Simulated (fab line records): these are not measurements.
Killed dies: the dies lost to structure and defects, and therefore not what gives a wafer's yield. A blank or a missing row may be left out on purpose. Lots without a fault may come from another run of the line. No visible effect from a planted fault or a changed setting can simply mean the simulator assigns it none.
2 desks looking at one fault || flow sky130 || numbers are kept per desk, each desk with only its own; the story behind them comes last

THE METROLOGY DESK
What the gauges read, lot by lot, whatever tool the lot ran on: means of the sampled wafers that have a number. The brackets show how far a lot's mean lies from the usual mean; more than 4 standard deviations puts the lot out of limits, marked OUT.
Columns: A = VIA4_W_RS at SKY_VIA4_RS_MEAS_19, usual 0.2271 ohm/sq; B = VIA4_W_THK at SKY_VIA4_THK_MEAS_20, usual 499 nm
{"lot": "L420", "first seen here": "day 44 03:44", "A": 0.2271, "B": 504}
{"lot": "L427", "first seen here": "day 45 20:19", "A": 0.2245, "B": 509}
{"lot": "L428", "first seen here": "day 46 04:30", "A": 0.2287, "B": 496}
{"lot": "L436", "first seen here": "day 48 06:49", "A": 0.2313, "B": 485}
{"lot": "L435", "first seen here": "day 48 09:08", "A": 0.2307, "B": 494}
{"lot": "L438", "first seen here": "day 48 11:04", "A": 0.2264, "B": 496}
This desk found nothing out of limits on any of the 6 lots.

AT THE TOOL OWNER'S DESK: pvdSputter-03
The tool's own readings at SKY_METAL5_SPUTTER_03 (material Ti, target thk 5 nm, time 3.3 s): means of the sampled wafers that have a number, for each lot that ran on this tool. The brackets show how far a lot's mean lies from the usual mean; more than 4 standard deviations puts the lot out of limits, marked OUT.
Columns: A = cathodeDcPowerW at SKY_METAL5_SPUTTER_03, usual 3000.1 W; B = throttleValvePct at SKY_METAL5_SPUTTER_03, usual 30.0 %
{"lot": "L420", "first seen here": "day 44 04:19", "A": 3000.1, "B": 31.7}
{"lot": "L436", "first seen here": "day 48 07:24", "A": "2880.8 (-99 or more) OUT", "B": 31.0}
{"lot": "L438", "first seen here": "day 48 11:55", "A": "2762.3 (-99 or more) OUT", "B": 31.4}
This desk's finding: out of limits on L436, L438; first on L436, day 48 07:24 (cathodeDcPowerW at SKY_METAL5_SPUTTER_03). Within limits: L420.

PUT TOGETHER
On L436, L438, at day 48 07:24, an alarm was possible from the tool owner's desk.
Metrology desk: nothing out of limits seen.
The metrology desk holds a record of L436, L438, inside its limits.
All the named lots went through SKY_METAL5_SPUTTER_03 on pvdSputter-03.

WHAT HAD BEEN PUT IN BY THE SIMULATOR
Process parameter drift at SKY_METAL5_SPUTTER_03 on pvdSputter-03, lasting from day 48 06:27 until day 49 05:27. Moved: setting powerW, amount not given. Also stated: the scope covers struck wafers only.
Lots struck among those shown: L436, L438.
Each desk's first reading out of limits, in hours after the fault started: the tool owner's desk, 1.
